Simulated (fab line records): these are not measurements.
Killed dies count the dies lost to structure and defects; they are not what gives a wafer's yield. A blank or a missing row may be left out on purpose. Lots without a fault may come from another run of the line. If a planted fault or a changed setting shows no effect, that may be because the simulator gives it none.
Code-filled problem report in 8D (eight disciplines) form + flow gf180mcu + the parts of the form that need people (team, actions taken, sign-off) are left out

== 1. WHAT IS WRONG ==
cd-nm at GF_HV_LDD_CD_MEAS_07 reads a mean of 212.0 nm on 3 wafers of 3 lots; wafers without a fault read 400.1 nm with a standard deviation of 2.5. That is -75 standard deviations from the usual mean.
The step: target cd 400 nm.
The first sign was on wafer L933.2 at day 14 00:12, on cd-sem-02. At this step, 36 wafers from 13 lots have a number in the record. The rule behind "out" and "out of limits": a value lying over 4 standard deviations away from the usual mean. Any other wafer with a number is counted as sound.

== 2. WHAT IT IS; WHAT IT IS NOT ==
| question                    | is                     | is not                                                                                             |
|-----------------------------|------------------------|----------------------------------------------------------------------------------------------------|
| which readings at this step | cd-nm                  | -                                                                                                  |
| which lots                  | L933, L935, L937       | L921, L922, L924, L925, L926, L928, L939, L940, L942, L944                                         |
| which wafers of those lots  | L933.2, L935.2, L937.2 | L933.6, L935.4, L937.6                                                                             |
| read on which gauges        | cd-sem-01, cd-sem-02   | -                                                                                                  |
| when                        | from day 14 00:12      | up to then (19 sound wafers); but 14 sound wafers of L935, L937, L939, L940, L942, L944 came after |

== 3. WHAT RULES OUT EACH SUSPECT ==
Counting: if a tool at a process step up to the reading ran every lot that is out, it stays a suspect. Sound lots after the first of them don't rule it out here, since some wafers of a struck lot are sound.
- the gauge at GF_HV_LDD_CD_MEAS_07 is ruled out. The wafers that are out were read on 2 gauges (cd-sem-01, cd-sem-02).
- plasma-asher-01 at GF_VT_IMPLANT_STRIP_31 (strips in O2/N2): kept. It ran every lot that is out, first L933 (day 10 11:42).
- litho-track-04 at GF_HV_LDD_DEVELOP_06 (develop time 60 s): kept. Every lot that is out went through it, the first being L933 (day 14 00:03); the last sound lot it ran before that was L928 (day 12 03:54).
Remaining after the count are plasma-asher-01 at GF_VT_IMPLANT_STRIP_31 and litho-track-04 at GF_HV_LDD_DEVELOP_06.

== 4. THE CAUSE (what the simulator had put in) ==
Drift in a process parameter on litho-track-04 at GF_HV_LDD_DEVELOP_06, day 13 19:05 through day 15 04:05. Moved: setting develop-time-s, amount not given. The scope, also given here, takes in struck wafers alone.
Counting leaves 2 suspects; this tool is one of them.

== 5. THE CHAIN OF EFFECTS, in route order ==
Each row: a reading whose mean over the struck wafers that have a number lies more than 3 standard deviations from the usual. Readings are gone through only where the record gives a usual standard deviation; hours: the median, over the lots, of the time from a lot's start at the first step in this table giving one to that lot's start at this step; sigmas: the change measured in usual standard deviations.
| hours | step                 | reading   | usual    | on struck wafers | change | sigmas |
|-------|----------------------|-----------|----------|------------------|--------|--------|
| 0     | GF_HV_LDD_CD_MEAS_07 | cd-nm     | 400.1 nm | 212.0            | -188.1 | -75    |
| 3     | GF_HV_LDD_TW_MEAS_11 | HV_LDD_TW | 2394     | 2109             | -285   | -12    |
Later measuring or inspecting steps at which every struck wafer that the step has a row for has a number for every such reading, and none has moved that far: GF_HV_LDD_CD_MEAS_31.

== 6. HOW IT WOULD HAVE BEEN CAUGHT EARLIER ==
In this record the first reading out of limits at a measuring or inspecting step was taken at day 14 00:12, 5 hours after the fault began at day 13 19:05.
Among the 3 lots that are out, L935, L937 began GF_HV_LDD_DEVELOP_06 on litho-track-04 after day 14 00:12. A hold on the tool at that time would have spared those 2.
